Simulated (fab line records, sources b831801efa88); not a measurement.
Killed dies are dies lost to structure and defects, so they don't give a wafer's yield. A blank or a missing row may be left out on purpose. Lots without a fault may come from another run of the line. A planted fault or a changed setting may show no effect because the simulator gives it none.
Split-lot experiment | flow gf180mcu | 5 lots, 23 wafers read, on a route of 602 steps

THE SPLIT
At GF_TOP_METAL_COAT_09 (resist thk 1500 nm), the setting resist_thk_nm was moved away from the recipe's 1500 nm on 5 of the 23 wafers read, by -2.5% to +4.1%. The other wafers ran this setting at the recipe's value.

FROM THE SPLIT TO THE READING: what the file shows between them, 4 steps
- GF_TOP_METAL_SOFTBAKE_10: time 60 s
- GF_TOP_METAL_EXPOSE_11: exposes mask MetalTop, target cd 440 nm
- GF_TOP_METAL_PEB_12
- GF_TOP_METAL_DEVELOP_13: develop time 57.42 s

THE READING
cd_nm, in nm, at GF_TOP_METAL_CD_MEAS_14 (target cd 440 nm). Fault-free wafers of this fab line usually give 442.0 nm, standard deviation 2.4 nm.

wafer  | tool, chamber at the split | resist_thk_nm as run, nm | against the recipe | cd_nm, nm | against lot-mates on the recipe
L074.2 | litho_track-03, 0          | 1500                     | recipe             | 445.2     | -
L074.4 | litho_track-03, 0          | 1500                     | recipe             | 445.1     | -
L074.6 | litho_track-03, 0          | 1500                     | recipe             | 444.7     | -
L076.1 | litho_track-03, 0          | 1500                     | recipe             | 443.5     | -
L076.2 | litho_track-03, 0          | 1500                     | recipe             | 442.7     | -
L076.3 | litho_track-03, 0          | 1500                     | recipe             | 443.5     | -
L076.5 | litho_track-03, 0          | 1500                     | recipe             | 441.7     | -
L076.6 | litho_track-03, 0          | 1500                     | recipe             | 446.3     | -
L077.1 | litho_track-02, 0          | 1463                     | -2.5%              | 437.1     | -4.0
L077.3 | litho_track-02, 0          | 1500                     | recipe             | 441.0     | -
L077.4 | litho_track-02, 0          | 1500                     | recipe             | 441.2     | -
L077.5 | litho_track-02, 0          | 1463                     | -2.5%              | 437.3     | -3.8
L077.6 | litho_track-02, 0          | 1463                     | -2.5%              | 438.5     | -2.6
L081.2 | litho_track-02, 0          | 1500                     | recipe             | 441.3     | -
L081.3 | litho_track-02, 0          | 1500                     | recipe             | 443.3     | -
L081.4 | litho_track-02, 0          | 1500                     | recipe             | 442.2     | -
L081.5 | litho_track-02, 0          | 1500                     | recipe             | 441.2     | -
L081.6 | litho_track-02, 0          | 1500                     | recipe             | 440.7     | -
L084.1 | litho_track-03, 0          | 1562                     | +4.1%              | 446.4     | +6.7
L084.2 | litho_track-03, 0          | 1562                     | +4.1%              | 446.0     | +6.3
L084.3 | litho_track-03, 0          | 1500                     | recipe             | 439.4     | -
L084.4 | litho_track-03, 0          | 1500                     | recipe             | 439.7     | -
L084.5 | litho_track-03, 0          | 1500                     | recipe             | 439.9     | -

THE FIT
A straight line over all 23 wafers: cd_nm changes by +1.28 nm for each +1% of resist_thk_nm; r = +0.72; the points scatter about the line by 2 nm.
The same after taking each lot's own level away (the mean of its wafers on the recipe; 23 wafers): +1.52 nm for each +1%; r = +0.93; scatter 0.92 nm.
On that fit, the largest move of resist_thk_nm shifts the reading by 6.3 nm.
The lots' own levels span 439.67 to 445.00 nm, that is 2.2 times the standard deviation above.
So the lot-to-lot level blurs the effect unless lot-mates are compared.
Check: with one of the wafers moved furthest among these (+4.1%) left out of the fit, the line predicts +6.11 nm for it against its lot-mates. It came out at +6.73 nm against them.

OTHER SPLITS ON THESE WAFERS
These wafers also went through other splits before the reading. Each is held against what the fit with the lots' levels taken away leaves over:
other split on the same wafers  | wafers away from the commonest value | r with cd_nm (lot level and that fit taken away)
GF_MIM_COAT_14 resist_thk_nm    | 8                                    | -0.29
GF_M5_EXPOSE_04 dose_mj         | 5                                    | +0.08
GF_M5_PEB_05 peb_temp_c         | 8                                    | +0.24
GF_V5_CVD_00 sih4_flow_sccm     | 5                                    | +0.25
GF_V5_PEB_12 peb_temp_c         | 9                                    | -0.28
GF_V5_SPUTTER_22 power_w        | 8                                    | +0.14
GF_TOP_METAL_SPUTTER_03 power_w | 9                                    | +0.23

THE WHOLE CHAIN: every reading that the file lists as answering this split, in the file's order
step                    | what it does         | reading                                                                              | change (the file's fit)              | r (the file's)
GF_TOP_METAL_COAT_09    | resist thk 1500 nm   | NOVOLAK_of_TOP_METAL_COAT_09.thk_nm (the simulator's own value, which no gauge read) | +16.1 nm for each +1% of the setting | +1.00
GF_TOP_METAL_DEVELOP_13 | develop time 57.42 s | TOP_METAL.cd_nm (the simulator's own value, which no gauge read)                     | +1.49 nm for each +1% of the setting | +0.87
GF_TOP_METAL_CD_MEAS_14 | target cd 440 nm     | cd_nm                                                                                | +1.52 nm for each +1% of the setting | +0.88

THE FILE'S OWN FIT
cd_nm changes by +1.52 nm for each +1% of resist_thk_nm, r = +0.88.
